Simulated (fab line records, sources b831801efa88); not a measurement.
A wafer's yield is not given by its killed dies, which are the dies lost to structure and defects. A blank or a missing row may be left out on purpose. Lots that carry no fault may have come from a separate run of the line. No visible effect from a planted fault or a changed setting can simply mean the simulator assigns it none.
Comparing a struck lot with a sound one + flow sky130 + 26 out of 708 route steps
Sound: the wafers L500.1, L500.3, L500.5. Wafers struck: L490.1, L490.2, L490.4. At the end, the cause is stated.
Each step with rows lists, per side, the tool, then ch with its chambers, then its first start. Under that, the readings that differ: sound wafers + struck wafers + difference of the means + sigmas: that difference in standard deviations of wafers without a fault.
alike: readings whose means differ by less than 2 such deviations, and words and numbers that are the same on both sides. not compared: withheld readings, readings that some wafer has no value for, bounds like >300 that may hide the same value, and numbers for which the record gives no deviation and whose values overlap.
A row with sigmas, a row that says differs or no value, or rows on one side alone: a step with any of these is where the two part. Numbers that have no deviation but don't overlap get no sigmas and don't part them. A reading missing from all wafers of one side parts the sides only when that side holds two or more wafers.

SKY_PWDE_TW_MEAS_10:
  sound: filmMetro-01 at day 8 19:12; struck: filmMetro-04 at day 6 03:35
  alike: PWDE_TW
then, 7 steps without rows for these wafers: SKY_NWELL_DEHYDRATE_03 (time 60 s); SKY_NWELL_HMDS_04 (prime time 60 s); SKY_NWELL_COAT_05 (resist thk 3000 nm); SKY_NWELL_SOFTBAKE_06; SKY_NWELL_EXPOSE_07 (exposes mask NWM, target cd 840 nm); SKY_NWELL_PEB_08; SKY_NWELL_DEVELOP_09 (develop time 60 s).
SKY_NWELL_OVL_MEAS_10:
  sound: overlay-02 at day 9 16:55; struck: overlay-02 at day 6 21:45
  alike: NWELL_00_OVL
then, 3 steps without rows for these wafers: SKY_NWELL_IMPLANT_11; SKY_NWELL_IMPLANT_12; SKY_NWELL_IMPLANT_13.
SKY_NWELL_STRIP_14: strips in O2/N2.
  sound on plasmaAsher-03 ch 1, day 9 17:24; struck on plasmaAsher-04 ch 0,1, day 6 22:14
  no value came back on the struck wafers for any of 5 readings (chamberPressureMTorr (mTorr), drypumpMotorCurrentA (A) and others); on the sound wafers chamberPressureMTorr (mTorr) reads 1500.8 1499.5 1500.5
| reading                                | sound | struck         | difference | sigmas |
|----------------------------------------|-------|----------------|------------|--------|
| model.coat_of_NWELL_COAT_05.thkNm (nm) | 0 0 0 | 3001 3001 3007 | +3003      |        |
  not compared: rfHoursCounterH
SKY_NWELL_TW_MEAS_15:
  sound: filmMetro-04 at day 9 17:30; struck: filmMetro-04 at day 6 22:20
  alike: NWELL_TW
then, 7 steps without rows for these wafers: SKY_NWELL_DEHYDRATE_16 (time 60 s); SKY_NWELL_HMDS_17 (prime time 60 s); SKY_NWELL_COAT_18 (resist thk 3000 nm); SKY_NWELL_SOFTBAKE_19; SKY_NWELL_EXPOSE_20 (exposes mask NWM COMPLEMENT, target cd 840 nm); SKY_NWELL_PEB_21; SKY_NWELL_DEVELOP_22 (develop time 60 s).
SKY_NWELL_OVL_MEAS_23:
  sound: overlay-01 at day 10 15:10; struck: overlay-01 at day 7 17:39
| reading           | sound          | struck      | difference | sigmas |
|-------------------|----------------|-------------|------------|--------|
| NWELL_01_OVL (nm) | -2.7 -1.8 -0.4 | 2.2 0.1 1.4 | +2.9       | +2     |
next, for these wafers, 1 step has no rows: SKY_NWELL_IMPLANT_24.
SKY_NWELL_STRIP_25: strips in O2/N2.
  sound on plasmaAsher-04 ch 0, day 10 15:21; struck on plasmaAsher-02 ch 0,1, day 7 17:50
| reading                  | sound             | struck            | difference | sigmas      |
|--------------------------|-------------------|-------------------|------------|-------------|
| oesProductAu (a.u.)      | 0.721 0.717 0.722 | 0.731 0.744 0.741 | +0.019     | +4          |
| stripTimeToEndpointS (s) | 36.97 37.01 37.01 | 81.27 81.17 81.31 | +44.25     | +99 or more |
  alike: chamberPressureMTorr, drypumpMotorCurrentA
  not compared: rfHoursCounterH
SKY_NWELL_TW_MEAS_26:
  sound: filmMetro-02 at day 10 15:27; struck: filmMetro-02 at day 7 17:56
| reading    | sound             | struck         | difference | sigmas      |
|------------|-------------------|----------------|------------|-------------|
| NWELL_2_TW | 493.7 497.1 494.0 | 30.0 30.0 30.1 | -464.9     | -99 or more |
then, 1 step without rows for these wafers: SKY_NWELL_CLEAN_27 (cleans in SC1/SC2, time 150 s).

## WHERE THEY PART
First at SKY_NWELL_STRIP_14; last, within this record, at SKY_NWELL_TW_MEAS_26.

WHY: what had been put in by the simulator
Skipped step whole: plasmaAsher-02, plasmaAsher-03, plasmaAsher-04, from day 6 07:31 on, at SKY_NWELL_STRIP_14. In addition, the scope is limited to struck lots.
